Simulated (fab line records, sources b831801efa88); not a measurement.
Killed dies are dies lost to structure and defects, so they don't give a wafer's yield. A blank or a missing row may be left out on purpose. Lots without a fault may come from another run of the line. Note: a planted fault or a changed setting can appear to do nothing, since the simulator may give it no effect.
Chamber matching | flow sky130 | SKY_SPACER_ETCHBACK_02 on rieDiel-03: 4 sister chambers
The step etches Si3N4 in CH3F/O2, stops on SiO2, time 46.7 s, target depth 45 nm. 4 wafers are shown with their chamber, then 10 later ones without.

== WAFERS WITH THEIR CHAMBER ==
wafer  | chamber | drypumpMotorCurrentA (A)
L082.4 | 0       | 5.3
L089.5 | 1       | 6.5
L091.3 | 2       | 5.0
L091.4 | 3       | 6.3

== WAFERS WITH NO CHAMBER GIVEN ==
wafer  | drypumpMotorCurrentA (A)
L091.5 | 6.3
L090.1 | 6.5
L090.3 | 4.9
L090.4 | 6.3
L097.1 | 4.9
L097.3 | 5.3
L097.4 | 6.4
L096.1 | 5.3
L096.2 | 6.4
L096.4 | 4.9

== WHICH CHAMBER EACH ONE RAN IN ==
wafer  | from the rows above     | in truth
L091.5 | 3                       | 3
L090.1 | 1                       | 1
L090.3 | 2                       | 2
L090.4 | 3                       | 3
L097.1 | 2                       | 2
L097.3 | 0                       | 0
L097.4 | can't be placed: 1 or 3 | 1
L096.1 | 0                       | 0
L096.2 | can't be placed: 1 or 3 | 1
L096.4 | 2                       | 2
8 of 10 placed correctly. From these rows, 2 cannot be placed; in 2 the true chamber is one of the candidates. Placed wrongly: 0.
How it was worked out, from the rows above alone: a wafer's distance from a chamber is the root of the sum, over the readings, of the square of ((its reading less the chamber's mean) divided by the reading's scatter). The wafer belongs to the nearest chamber; if the next one is less than 2 further off, it can't be placed. A chamber's mean is the mean of its shown wafers. The scatter: with one shown wafer a chamber, the root of the mean of the squares of how far each hidden wafer lies from its nearest shown one.
